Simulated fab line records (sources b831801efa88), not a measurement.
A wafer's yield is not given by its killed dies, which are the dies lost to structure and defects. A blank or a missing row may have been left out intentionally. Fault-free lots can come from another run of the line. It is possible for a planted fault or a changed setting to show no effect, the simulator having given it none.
fab line records	flow sky130
record lots=7	wafers=21	last_day=50
route steps=708 shown VT_ADJUST_PCH@151 SONOS_TUNNEL@154 PAD_OPEN@708
lots with no fault: from the same line, run without faults
start_h: the number of hours between the record's first day and the start of the first shown wafer of the lot	wait_h: time in hours since the lot's previous step	" as in the row above	L1.1+2: several wafers, shown together as one row	- no value, or no start was given	* or withheld: withheld	< > ~ a bound
route shown NAME@n: names a module that has steps shown in the file, with the first one's number in the route	usual: average and standard deviation across the fault-free wafers	same: alike in all rows	chamber/n: place in a boat	sites: per-site readings	_std_site: standard deviation of those values	_edge_site: mean of outer sites minus mean of inner sites	radius_mm: for every site, how far away it sits from the centre of the wafer	mask NAME#n: copy n	behind: the tool/chamber that last shaped the wafer	hold: why the lot was held/for how many hours/how that ended	device: which transistor (n, p or np) failed to switch	end of line: tests of these same wafers at the route's end	a step with no rows: only its recipe	killed: dies that structure and defects cost at the first sort, which is not the same as the wafer's yield	map: dies across one wafer; x = killed, . = not, _ = none there
set.NAME: the run value of the setting; set.NAME@STEP: its run value at that earlier step	model.NAME: the simulator's own value behind a step, which no gauge read
lots at selected steps of the route; one table per step, one row per wafer
services: when a tool's chamber went out of use (start_h, in hours from the record's first day, below 0 if earlier), for how many hours, and the reason
## steps
# step SKY_VT_ADJUST_PCH_IMPLANT_08
# recipe species=B	energy_kev=10	dose_cm2=5e+11	tilt_deg=withheld
# step SKY_VT_ADJUST_PCH_STRIP_09
# recipe chemistry=O2/N2	power_w=1400	pressure_mtorr=1500	platen_temp_c=withheld	o2_flow_sccm=3000	n2_flow_sccm=300	overash_fraction=0.5
# usual drypump_motor_current_A=5.9/0.42	oes_product_au=0.723/0.0044	strip_time_to_endpoint_s=36.90/0.096
lot.wafer	tool	chamber	start_h	wait_h	drypump_motor_current_A	oes_product_au	rf_hours_counter_h	strip_time_to_endpoint_s
L814.1	plasma_asher-03	1	213.80	0.1	6.2	0.729	52	36.81
L814.5	"	1	"	"	6.2	0.721	-	36.81
L814.6	"	0	"	"	6.2	0.722	-	36.81
L821.4	plasma_asher-04	0	276.93	0.1	5.7	0.724	-	37.05
L821.5	"	0	"	"	5.8	0.736	-	37.03
L821.6	"	1	"	"	6.4	0.718	-	36.96
L828.2	plasma_asher-03	1	331.15	0.1	6.2	0.718	64	36.91
L828.3	"	1	"	"	6.2	0.721	-	36.92
L828.5	"	1	"	"	6.2	0.719	-	36.85
L829.1	plasma_asher-02	1	343.95	0.1	5.1	0.721	61	36.99
L829.3	"	1	"	"	5.1	0.723	-	37.00
L829.4	"	0	"	"	5.8	0.723	-	37.01
L831.3	plasma_asher-04	1	351.13	0.1	6.4	0.721	-	36.98
L831.4	"	0	"	"	5.8	0.716	-	36.84
L831.6	"	1	"	"	6.4	0.731	-	36.90
L835.1	plasma_asher-04	1	387.25	0.1	6.4	0.723	59	36.77
L835.2	"	0	"	"	5.7	0.725	59	36.78
L835.4	"	1	"	"	6.4	0.722	-	36.75
L837.1	plasma_asher-04	0	403.10	0.1	5.7	0.720	60	37.02
L837.5	"	1	"	"	6.4	0.729	-	37.03
L837.6	"	0	"	"	5.7	0.713	-	37.10
# step SKY_VT_ADJUST_PCH_TW_MEAS_10
# usual VT_ADJUST_PCH_TW=142.9/0.65
lot.wafer	tool	chamber	start_h	wait_h	VT_ADJUST_PCH_TW
L814.1	film_metro-04	-	213.90	0.1	142.9
L814.5	"	-	"	"	143.0
L814.6	"	-	"	"	143.0
L821.4	film_metro-04	-	277.03	0.1	142.8
L821.5	"	-	"	"	142.7
L821.6	"	-	"	"	143.6
L828.2	film_metro-03	-	331.26	0.1	142.0
L828.3	"	-	"	"	143.5
L828.5	"	-	"	"	142.9
L829.1	film_metro-04	-	344.05	0.1	143.2
L829.3	"	-	"	"	142.9
L829.4	"	-	"	"	143.6
L831.3	film_metro-04	-	351.22	0.1	143.7
L831.4	"	-	"	"	144.3
L831.6	"	-	"	"	143.3
L835.1	film_metro-03	-	387.35	0.1	142.6
L835.2	"	-	"	"	142.6
L835.4	"	-	"	"	142.6
L837.1	film_metro-02	-	403.20	0.1	141.9
L837.5	"	-	"	"	142.5
L837.6	"	-	"	"	142.2
# step SKY_SONOS_TUNNEL_DEHYDRATE_00
# recipe temp_c=200	time_s=60
# step SKY_SONOS_TUNNEL_HMDS_01
# recipe prime_time_s=60	prime_temp_c=120
# step SKY_SONOS_TUNNEL_COAT_02
# recipe resist=NOVOLAK	spin_rpm=3000	resist_thk_nm=1140
# step SKY_SONOS_TUNNEL_SOFTBAKE_03
# recipe temp_c=90	time_s=60	resist=NOVOLAK
# step SKY_SONOS_TUNNEL_EXPOSE_04
# recipe mask_id=TUNM	na=0.6	source_shape=conventional	sigma_outer=0.6	polarization=unpolarized	target_cd_nm=410	dose_mj=136
# step SKY_SONOS_TUNNEL_PEB_05
# recipe temp_c=withheld	time_s=*	resist=NOVOLAK
# step SKY_SONOS_TUNNEL_DEVELOP_06
# recipe resist=NOVOLAK	developer=TMAH	develop_time_s=60	dev_temp_c=23
# step SKY_SONOS_TUNNEL_CD_MEAS_07
# recipe target_cd_nm=410
# usual cd_nm=410.6/2.2
lot.wafer	tool	chamber	start_h	wait_h	cd_nm
L814.1	cd_sem-02	-	235.92	0.1	410.1
L814.5	"	-	"	"	409.6
L814.6	"	-	"	"	411.4
L821.4	cd_sem-01	-	302.98	0.1	411.0
L821.5	"	-	"	"	410.7
L821.6	"	-	"	"	410.5
L828.2	cd_sem-02	-	359.13	0.1	411.7
L828.3	"	-	"	"	410.5
L828.5	"	-	"	"	411.3
L829.1	cd_sem-02	-	371.96	0.1	410.4
L829.3	"	-	"	"	410.6
L829.4	"	-	"	"	409.5
L831.3	cd_sem-01	-	378.96	0.1	409.3
L831.4	"	-	"	"	410.3
L831.6	"	-	"	"	410.2
L835.1	cd_sem-02	-	417.47	0.1	414.0
L835.2	"	-	"	"	413.1
L835.4	"	-	"	"	413.1
L837.1	cd_sem-02	-	433.22	0.1	411.2
L837.5	"	-	"	"	412.4
L837.6	"	-	"	"	414.3
# step SKY_SONOS_TUNNEL_OVL_MEAS_08
# usual SONOS_TUNNEL_OVL=0.5/1.2
lot.wafer	tool	chamber	start_h	wait_h	SONOS_TUNNEL_OVL[nm]
L814.1	overlay-01	-	236.04	0.1	0.6
L814.5	"	-	"	"	0.3
L814.6	"	-	"	"	2.4
L821.4	overlay-01	-	303.05	0.1	-2.4
L821.5	"	-	"	"	1.8
L821.6	"	-	"	"	-1.4
L828.2	overlay-01	-	359.24	0.1	-0.6
L828.3	"	-	"	"	1.0
L828.5	"	-	"	"	1.4
L829.1	overlay-01	-	372.08	0.1	-1.6
L829.3	"	-	"	"	0.0
L829.4	"	-	"	"	-0.7
L831.3	overlay-01	-	379.05	0.1	1.5
L831.4	"	-	"	"	1.4
L831.6	"	-	"	"	1.3
L835.1	overlay-01	-	417.59	0.1	-0.4
L835.2	"	-	"	"	0.5
L835.4	"	-	"	"	1.6
L837.1	overlay-02	-	433.34	0.1	0.0
L837.5	"	-	"	"	2.2
L837.6	"	-	"	"	2.7
# step SKY_SONOS_TUNNEL_IMPLANT_09
# recipe species=B	energy_kev=20	dose_cm2=1e+12	tilt_deg=withheld
# usual beam_on_s=10.00/0.19	dose_ions_cm2=9.999e+11/1.1e+09	faraday_current_uA=5.64/0.11
lot.wafer	tool	chamber	start_h	wait_h	beam_on_s	dose_ions_cm2	faraday_current_uA
L814.1	implanter-02	0	236.08	0.0	10.28	9.981e+11	5.48
L814.5	"	0	"	"	10.06	9.983e+11	5.61
L814.6	"	0	"	"	10.14	9.983e+11	5.54
L821.4	implanter-01	0	303.15	0.1	9.83	9.985e+11	5.72
L821.5	"	0	"	"	10.32	9.983e+11	5.44
L821.6	"	0	"	"	9.97	9.996e+11	5.63
L828.2	implanter-01	0	359.29	0.0	10.32	4.018e+11	2.18
L828.3	"	0	"	"	9.75	3.98e+11	2.30
L828.5	"	0	"	"	9.80	4.008e+11	2.30
L829.1	implanter-01	0	372.12	0.0	10.34	3.988e+11	2.19
L829.3	"	0	"	"	10.19	3.974e+11	2.21
L829.4	"	0	"	"	10.00	3.99e+11	2.27
L831.3	implanter-01	0	379.12	0.1	9.97	3.998e+11	2.26
L831.4	"	0	"	"	10.26	3.987e+11	2.19
L831.6	"	0	"	"	10.10	3.996e+11	2.23
L835.1	implanter-02	0	417.63	0.0	9.98	9.986e+11	5.64
L835.2	"	0	"	"	10.10	9.993e+11	5.61
L835.4	"	0	"	"	10.17	9.996e+11	5.53
L837.1	implanter-02	0	433.38	0.0	9.98	1.0002e+12	5.65
L837.5	"	0	"	"	9.70	1.0006e+12	5.80
L837.6	"	0	"	"	9.69	1.0006e+12	5.81
# step SKY_SONOS_TUNNEL_WET_ETCH_10
# recipe chemistry=dHF	target_depth_nm=14	target=SiO2	dilution=100:1	temp_c=25	time_s=280
# step SKY_SONOS_TUNNEL_STRIP_11
# recipe chemistry=SPM	time_s=600	temp_c=130
# step SKY_SONOS_TUNNEL_TW_MEAS_12
# usual SONOS_TUNNEL_TW=197.4/0.91
lot.wafer	tool	chamber	start_h	wait_h	SONOS_TUNNEL_TW
L814.1	film_metro-02	-	236.50	0.0	196.3
L814.5	"	-	"	"	196.2
L814.6	"	-	"	"	195.8
L821.4	film_metro-04	-	303.52	0.0	196.5
L821.5	"	-	"	"	197.2
L821.6	"	-	"	"	197.9
L828.2	film_metro-01	-	359.69	0.0	155.3
L828.3	"	-	"	"	154.9
L828.5	"	-	"	"	154.2
L829.1	film_metro-02	-	372.55	0.0	153.4
L829.3	"	-	"	"	152.9
L829.4	"	-	"	"	152.0
L831.3	film_metro-01	-	379.51	0.0	154.9
L831.4	"	-	"	"	154.7
L831.6	"	-	"	"	154.9
L835.1	film_metro-04	-	418.14	0.0	197.3
L835.2	"	-	"	"	196.7
L835.4	"	-	"	"	197.5
L837.1	film_metro-02	-	433.82	0.0	197.1
L837.5	"	-	"	"	197.7
L837.6	"	-	"	"	197.0
# step SKY_SONOS_TUNNEL_CLEAN_13
# recipe chemistry=dHF	time_s=20	dilution=100:1	dry=ipa_marangoni
# step SKY_PAD_OPEN_PROBE_99
# usual killed_at_M0_to_M3=43/7	killed_at_M4_up=3.0/1.9	killed_at_contacts=24/4.6	killed_at_front_end=15/4.1	killed_at_other=0.3/0.52	killed_dies=84/9.7	killed_open=46/6.9	killed_short=38/6.8
# same gross_dies=492	killed_at_back_side=0
lot.wafer	tool	chamber	start_h	wait_h	killed_at_M0_to_M3	killed_at_M4_up	killed_at_contacts	killed_at_front_end	killed_at_other	killed_dies	killed_open	killed_short	model.etest.sonos_uncharged.r_on_ohm_um	model.etest.sonos_programmed.off_log10_a_um	model.etest.sonos_programmed.vt_v	model.etest.sonos_baked.vt_v	model.etest.sonos_uncharged.vt_v	model.etest.sonos_erased.vt_v
L814.1	prober-01	-	1066.08	0.1	37	1	25	22	0	85	46	39	807.6	-13.93	1.754	1.154	-0.3871	-2.389
L814.5	prober-01	-	1066.28	0.2	44	1	23	12	0	80	41	38	817.1	-14.05	1.692	1.179	-0.4132	-2.377
L814.6	prober-01	-	1066.33	0.2	40	3	29	17	0	89	54	35	811	-13.89	1.744	1.145	-0.3878	-2.396
L821.4	prober-02	-	1116.35	0.2	41	0	27	20	0	88	44	43	786.1	-14.09	1.738	1.127	-0.4295	-2.491
L821.5	prober-02	-	1116.40	0.2	41	3	28	22	0	94	46	47	778.9	-13.98	1.744	1.22	-0.4361	-2.422
L821.6	prober-02	-	1116.45	0.2	56	3	23	14	0	96	51	45	787.8	-14.05	1.675	1.137	-0.484	-2.419
L828.2	prober-02	-	1157.38	0.1	48	3	29	15	0	95	56	39	763.8	-13.55	1.508	0.9485	-0.5969	-2.502
L828.3	prober-02	-	1157.43	0.2	50	1	20	12	0	83	45	38	774.4	-13.65	1.522	0.9714	-0.5603	-2.49
L828.5	prober-02	-	1157.53	0.2	46	3	33	15	0	97	55	42	763.6	-13.09	1.515	0.9528	-0.6041	-2.503
L829.1	prober-01	-	1164.28	0.1	32	6	28	21	0	87	41	46	759.5	-12.99	1.525	0.9774	-0.5696	-2.626
L829.3	prober-01	-	1164.38	0.2	41	5	25	13	1	85	42	43	755.7	-13.24	1.528	0.9454	-0.5795	-2.558
L829.4	prober-01	-	1164.43	0.2	37	4	24	10	0	75	40	35	738.3	-13.07	1.545	0.9678	-0.6057	-2.602
L831.3	prober-01	-	1169.38	0.2	39	4	21	19	1	84	45	39	743.8	-13.52	1.565	0.985	-0.6275	-2.587
L831.4	prober-01	-	1169.43	0.2	37	2	30	9	0	78	42	36	746	-12.91	1.522	0.9735	-0.5937	-2.596
L831.6	prober-01	-	1169.53	0.2	41	1	23	12	0	77	45	31	755.4	-13.64	1.586	0.9831	-0.6004	-2.607
L835.1	prober-01	-	1188.53	0.1	39	2	30	10	0	81	35	46	818.5	-14.07	1.678	1.121	-0.437	-2.404
L835.2	prober-01	-	1188.58	0.1	44	5	17	12	1	79	47	31	823.2	-14.03	1.806	1.188	-0.4196	-2.468
L835.4	prober-01	-	1188.68	0.2	41	1	17	11	1	71	38	33	808.9	-13.94	1.761	1.188	-0.4499	-2.471
L837.1	prober-01	-	1197.08	0.1	56	5	16	11	0	88	38	50	814.4	-14.03	1.727	1.12	-0.4217	-2.437
L837.5	prober-01	-	1197.28	0.2	54	2	25	21	1	103	61	42	804.3	-13.92	1.756	1.168	-0.4155	-2.454
L837.6	prober-01	-	1197.33	0.2	41	8	22	24	0	95	38	57	801.3	-13.81	1.748	1.185	-0.4248	-2.469
# killed by level:class
L814.1 VIA1:geometric_particle:open=11 CONTACT:geometric_particle:open=9 CONTACT:geometric_particle:short=7 VIA1:geometric_particle:short=7 LI_CONTACT:geometric_particle:open=6 VIA3:geometric_particle:open=6 FIELD_ISO:geometric_particle:short=5 POLY_GATE:geometric_particle:short=4
L814.5 VIA1:geometric_particle:open=16 POLY_GATE:geometric_particle:short=6 LOCAL_INTERCONNECT:geometric_particle:short=6 CONTACT:geometric_particle:open=6 METAL1:geometric_particle:short=6 CONTACT:geometric_particle:short=5 VIA2:geometric_particle:open=5 VIA3:geometric_particle:open=5
L814.6 CONTACT:geometric_particle:open=11 LI_CONTACT:geometric_particle:open=9 VIA1:geometric_particle:open=9 METAL2:geometric_particle:short=7 VIA2:geometric_particle:open=5 LOCAL_INTERCONNECT:geometric_particle:short=5 VIA3:geometric_particle:open=5 POLY_GATE:geometric_particle:open=4
L821.4 LOCAL_INTERCONNECT:geometric_particle:short=9 VIA1:geometric_particle:open=8 POLY_GATE:geometric_particle:open=6 CONTACT:geometric_particle:open=6 METAL1:geometric_particle:short=5 VIA1:geometric_particle:short=5 METAL2:geometric_particle:short=5 VIA3:geometric_particle:open=5
L821.5 CONTACT:geometric_particle:open=12 METAL1:geometric_particle:short=8 METAL2:geometric_particle:short=7 VIA3:geometric_particle:open=7 VIA1:geometric_particle:open=6 FIELD_ISO:geometric_particle:open=5 LOCAL_INTERCONNECT:geometric_particle:short=5 FIELD_ISO:geometric_particle:short=4
L821.6 VIA1:geometric_particle:open=13 LI_CONTACT:geometric_particle:open=8 METAL1:geometric_particle:short=6 VIA1:geometric_particle:short=6 METAL2:geometric_particle:short=6 VIA3:geometric_particle:open=6 POLY_GATE:geometric_particle:short=5 METAL3:geometric_particle:short=5
L828.2 VIA1:geometric_particle:open=13 CONTACT:geometric_particle:open=12 METAL2:geometric_particle:short=8 VIA2:geometric_particle:open=7 FIELD_ISO:geometric_particle:short=4 POLY_GATE:geometric_particle:short=4 CONTACT:geometric_particle:short=4 LI_CONTACT:geometric_particle:open=4
L828.3 VIA1:geometric_particle:open=15 VIA3:geometric_particle:open=11 METAL3:geometric_particle:short=6 LOCAL_INTERCONNECT:geometric_particle:short=5 METAL1:geometric_particle:short=5 LI_CONTACT:geometric_particle:short=4 LI_CONTACT:geometric_particle:open=4 FIELD_ISO:geometric_particle:short=3
L828.5 CONTACT:geometric_particle:open=17 METAL2:geometric_particle:short=11 VIA1:geometric_particle:open=9 LI_CONTACT:geometric_particle:open=8 METAL3:geometric_particle:short=6 POLY_GATE:geometric_particle:open=5 LI_CONTACT:geometric_particle:short=4 POLY_GATE:geometric_particle:short=4
L829.1 LI_CONTACT:geometric_particle:open=8 CONTACT:geometric_particle:short=7 VIA1:geometric_particle:open=7 FIELD_ISO:geometric_particle:open=6 POLY_GATE:geometric_particle:short=5 LOCAL_INTERCONNECT:geometric_particle:short=5 METAL1:geometric_particle:short=5 VIA2:geometric_particle:open=5
L829.3 VIA1:geometric_particle:open=13 CONTACT:geometric_particle:short=9 CONTACT:geometric_particle:open=8 VIA3:geometric_particle:open=5 POLY_GATE:geometric_particle:short=4 LOCAL_INTERCONNECT:geometric_particle:short=4 METAL2:geometric_particle:short=4 FIELD_ISO:geometric_particle:open=3
L829.4 VIA1:geometric_particle:open=7 LI_CONTACT:geometric_particle:open=6 LOCAL_INTERCONNECT:geometric_particle:short=6 CONTACT:geometric_particle:open=6 METAL2:geometric_particle:short=6 METAL1:geometric_particle:short=5 METAL1:geometric_particle:open=5 VIA3:geometric_particle:open=5
L831.3 VIA1:geometric_particle:open=11 CONTACT:geometric_particle:open=7 FIELD_ISO:geometric_particle:short=6 LOCAL_INTERCONNECT:geometric_particle:short=5 METAL1:geometric_particle:open=5 VIA3:geometric_particle:open=5 FIELD_ISO:geometric_particle:open=4 CONTACT:geometric_particle:short=4
L831.4 CONTACT:geometric_particle:open=13 CONTACT:geometric_particle:short=7 VIA1:geometric_particle:open=7 VIA3:geometric_particle:open=7 LOCAL_INTERCONNECT:geometric_particle:short=6 METAL1:geometric_particle:short=4 VIA2:geometric_particle:open=4 LI_CONTACT:geometric_particle:open=3
L831.6 CONTACT:geometric_particle:open=10 VIA1:geometric_particle:open=9 VIA3:geometric_particle:open=6 METAL1:geometric_particle:short=6 LI_CONTACT:geometric_particle:open=5 METAL2:geometric_particle:short=5 POLY_GATE:geometric_particle:short=4 CONTACT:geometric_particle:short=4
L835.1 CONTACT:geometric_particle:open=9 LI_CONTACT:geometric_particle:short=8 METAL2:geometric_particle:short=8 METAL1:geometric_particle:short=7 LOCAL_INTERCONNECT:geometric_particle:short=7 LI_CONTACT:geometric_particle:open=6 VIA1:geometric_particle:open=6 VIA2:geometric_particle:open=5
L835.2 VIA2:geometric_particle:open=10 VIA1:geometric_particle:open=9 CONTACT:geometric_particle:open=8 VIA3:geometric_particle:open=6 FIELD_ISO:geometric_particle:short=4 VIA2:geometric_particle:short=4 METAL1:geometric_particle:short=4 FIELD_ISO:geometric_particle:open=3
L835.4 VIA1:geometric_particle:open=9 METAL2:geometric_particle:short=9 LI_CONTACT:geometric_particle:open=7 CONTACT:geometric_particle:short=5 VIA3:geometric_particle:open=5 FIELD_ISO:geometric_particle:open=4 METAL1:geometric_particle:short=4 VIA2:geometric_particle:open=4
L837.1 METAL2:geometric_particle:short=11 VIA1:geometric_particle:short=10 VIA2:geometric_particle:open=10 VIA1:geometric_particle:open=8 CONTACT:geometric_particle:open=5 FIELD_ISO:geometric_particle:short=4 LOCAL_INTERCONNECT:geometric_particle:short=4 VIA2:geometric_particle:short=4
L837.5 CONTACT:geometric_particle:open=11 VIA1:geometric_particle:open=11 VIA3:geometric_particle:open=10 METAL2:geometric_particle:short=8 LI_CONTACT:geometric_particle:open=6 VIA1:geometric_particle:short=6 METAL1:geometric_particle:short=6 POLY_GATE:geometric_particle:open=5
L837.6 METAL1:geometric_particle:short=8 FIELD_ISO:geometric_particle:short=7 POLY_GATE:geometric_particle:short=7 METAL4:geometric_particle:short=7 METAL2:geometric_particle:short=6 CONTACT:geometric_particle:open=6 VIA1:geometric_particle:short=6 VIA1:geometric_particle:open=6
## services
tool	chamber	start_h	hours	kind
implanter-01	-	198.07	14.4	repair
implanter-01	-	203.25	1.9	repair
plasma_asher-04	-	225.61	1.2	repair
implanter-02	-	246.95	2.9	repair
plasma_asher-04	-	269.71	2.5	repair
implanter-01	-	280.02	3.6	repair
plasma_asher-02	-	317.14	23.7	repair
plasma_asher-03	-	347.84	1.4	repair
implanter-01	-	372.58	3.1	repair
implanter-02	-	373.86	8.3	repair
plasma_asher-04	-	405.11	67.0	repair
plasma_asher-02	-	421.25	9.0	pm
plasma_asher-02	0	421.25	9.0	vent_cycle
plasma_asher-02	1	421.25	9.0	vent_cycle
plasma_asher-02	0	430.25	-	clean
plasma_asher-02	1	430.25	-	clean
implanter-01	-	431.40	3.5	repair
## key
first_sign step=SKY_SONOS_TUNNEL_IMPLANT_09	reading=dose_ions_cm2	direction=down	sigmas=99+	usual=*	struck=*
effect step=SKY_SONOS_TUNNEL_IMPLANT_09	reading=faraday_current_uA	direction=down	sigmas=32	usual=5.64	struck=2.24
effect step=SKY_SONOS_TUNNEL_TW_MEAS_12	reading=SONOS_TUNNEL_TW	direction=down	sigmas=47	usual=197.4	struck=154.1
model_effect step=SKY_PAD_OPEN_PROBE_99	value=etest.sonos_uncharged.r_on_ohm_um	without=798.9	struck=755.6
met_at SKY_SONOS_TUNNEL_IMPLANT_09
struck_wafers L828.2,L828.3,L828.5,L829.1,L829.3,L829.4,L831.3,L831.4,L831.6
tester_left_out L828,L829,L831
onset_between 303.15 359.29
fault kind=process_parameter_drift	tool=implanter-01	chamber=-	onset_h=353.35	steps=SKY_SONOS_TUNNEL_IMPLANT_09	channel=dose_cm2	offset=*	shape=step	end_h=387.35	acts_in=*	stated=*
# tester_left_out: of these lots the tester's yield and bins aren't shown, on N5 and GAA mostly nor the transistor test; their killed dies are dies lost to structure and defects alone, not to doping, threshold or leakage, so they don't give the yield
